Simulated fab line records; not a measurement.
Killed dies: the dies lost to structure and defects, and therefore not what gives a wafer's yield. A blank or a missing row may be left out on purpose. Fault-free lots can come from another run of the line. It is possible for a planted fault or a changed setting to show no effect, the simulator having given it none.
Problem report in the 8D (eight disciplines) form, filled by code	flow gf180mcu	the parts of the form that need people (team, actions taken, sign-off) are left out

## 1. THE ISSUE
Across 6 wafers from 2 lots, SAB_CVD_00_THK at GF_SAB_THK_MEAS_01 averages 56.6 nm, while fault-free wafers read 50.1 nm with a standard deviation of 0.72. That is +9.1 standard deviations from the usual mean.
Earliest sighting: wafer L168.4 on film metro-01 at day 18 19:59. At this step, 41 wafers from 14 lots have a number in the record. Rule for "out", or "out of limits": more than 4 standard deviations from the usual mean. Any other wafer with a number is counted as sound.

## 2. WHAT IT IS, AND WHAT IT ISN'T
question	is	is not
which readings at this step	SAB_CVD_00_THK	-
which lots	L168, L169	L155, L156, L157, L158, L159, L162, L163, L165, L166, L175, L177, L178
which wafers of those lots	all that have a number	-
read on which gauges	film metro-01, film metro-03	film metro-04
when	from day 18 19:59	up to then (27 sound wafers); but 8 sound wafers of L175, L177, L178 came after

## 3. SUSPECTS, AND WHAT RULES EACH OUT
Counting: a tool at any process step up to the reading remains a suspect when it ran all the lots that are out and ran no sound lot after the first of those.
- the gauge at GF_SAB_THK_MEAS_01: ruled out. The wafers that are out were read on 2 gauges (film metro-01, film metro-03).
- pecvd-04 at GF_SAB_CVD_00 (deposits SiO2 from TEOS, target thk 50 nm, time 4.9302 s): kept. Every lot that is out went through it, starting with L168 (day 18 19:57), and after that it ran no sound lot; the last sound lot it ran before then is L166 (day 18 05:49).
Remaining after the count: pecvd-04 at GF_SAB_CVD_00.

## 4. THE CAUSE (what the simulator had put in)
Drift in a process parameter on pecvd-04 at GF_SAB_CVD_00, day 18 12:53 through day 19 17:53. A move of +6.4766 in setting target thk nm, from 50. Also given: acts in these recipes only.
After counting, this tool was the only one left.

## 5. THE CHAIN OF EFFECTS, in route order
Each row: a reading whose mean over the struck wafers that have a number lies more than 3 standard deviations from the usual. Only readings whose record carries a usual standard deviation are examined. hours: median over the lots of the time between each lot's start at the first step of this table that gives one and its start at this step. sigmas: the change, counted in usual standard deviations.
hours	step	reading	usual	on struck wafers	change	sigmas
0	GF_SAB_THK_MEAS_01	SAB_CVD_00_THK	50.1 nm	56.6	+6.5	+9.1
Later steps that measure or inspect, where all struck wafers having a row at the step show a number for every such reading and not one has moved that far: GF_CONTACT_THK_MEAS_03.

## 6. HOW IT WOULD HAVE BEEN CAUGHT EARLIER
In this record the first reading out of limits at a measuring or inspecting step was taken at day 18 19:59, 7 hours after the fault began at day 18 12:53.
Of the tool readings at GF_SAB_CVD_00 for which the record gives a usual standard deviation, none was out on any struck wafer, so an alarm limit of 4 standard deviations on them would not have fired.
Among the 2 lots that are out, L169 began GF_SAB_CVD_00 on pecvd-04 after day 18 19:59. It would have been spared by a hold on the tool at that moment.
